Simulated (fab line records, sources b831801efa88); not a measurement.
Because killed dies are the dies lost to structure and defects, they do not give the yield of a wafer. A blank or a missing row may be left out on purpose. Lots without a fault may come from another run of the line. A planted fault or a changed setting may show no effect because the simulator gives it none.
8D (eight disciplines) problem report, filled in by code :: flow gf180mcu :: the parts of the form that need people (team, actions taken, sign-off) are left out

1. WHAT WENT WRONG
Wafers without a fault read 131.1 s, standard deviation 0.45; run_length_s at GF_STI_ETCH_14 reads a mean of 122.7 s on 3 wafers belonging to 3 lots. That is -19 standard deviations from the usual mean.
The step: etches Si in HBr/Cl2/O2, target depth 360 nm, time 102.9 s.
First seen on wafer L874.2, day 3 23:33, on rie_si-02. The record has a number at this step for 36 wafers belonging to 12 lots. The rule behind "out" and "out of limits": a value lying over 4 standard deviations away from the usual mean. The other wafers with a number count as sound.

2. WHAT IT IS, WHAT IT ISN'T
question: which readings at this step
is: run_length_s
is not: drypump_motor_current_A, oes_product_au, throttle_valve_pct

question: which lots
is: L874, L878, L879
is not: L866, L867, L869, L870, L871, L872, L883, L886, L888

question: which wafers of those lots
is: L874.2, L878.5, L879.2
is not: L874.1, L874.3, L878.1, L878.4, L879.3, L879.4

question: read on which tools
is: rie_si-02
is not: rie_si-01

question: when
is: from day 3 23:33
is not: up to then (20 sound wafers); but 13 sound wafers of L878, L879, L883, L886, L888 came after

3. WHAT RULES OUT EACH SUSPECT
Counting: if a tool at a process step up to the reading ran every lot that is out, it stays a suspect. Sound lots after the first of them don't rule it out here, since some wafers of a struck lot are sound.
- rie_si-02 at GF_STI_ETCH_14 (etches Si in HBr/Cl2/O2, target depth 360 nm, time 102.9 s): kept. Every lot that is out went through it, the first being L874 (day 3 23:33); the last sound lot it ran before that was L872 (day 3 13:42). Its own readings are out on those wafers: run_length_s.
- rie_si-02, GF_STI_ETCH_14: wafers that are out in chamber 0, sound lot-mates in chambers 1, 2, 3.
Remaining after the count: rie_si-02 at GF_STI_ETCH_14.

4. THE CAUSE (what the simulator had put in)
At GF_STI_ETCH_14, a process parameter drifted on rie_si-02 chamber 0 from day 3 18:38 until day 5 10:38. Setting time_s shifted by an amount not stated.
Counting left only this tool.

5. THE CHAIN OF EFFECTS, in route order
One row per reading whose mean, taken over the struck wafers that have a number, lies over 3 standard deviations from the usual. Readings are gone through only where the record gives a usual standard deviation; hours: the median, over the lots, of the time from a lot's start at the first step in this table giving one to that lot's start at this step; sigmas: the change measured in usual standard deviations.
hours: 0
step: GF_STI_ETCH_14
reading: run_length_s
usual: 131.1 s
on struck wafers: 122.7
change: -8.4
sigmas: -19
The process steps in it:
- GF_STI_ETCH_14: etches Si in HBr/Cl2/O2, target depth 360 nm, time 102.9 s.
Later steps that measure or inspect, where all struck wafers having a row at the step show a number for every such reading and not one has moved that far: GF_DUAL_GATE_OVL_MEAS_11.

6. HOW IT WOULD HAVE BEEN CAUGHT EARLIER
In this record no reading fell out of limits until day 3 23:33, 5 hours after the fault had begun at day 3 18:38.
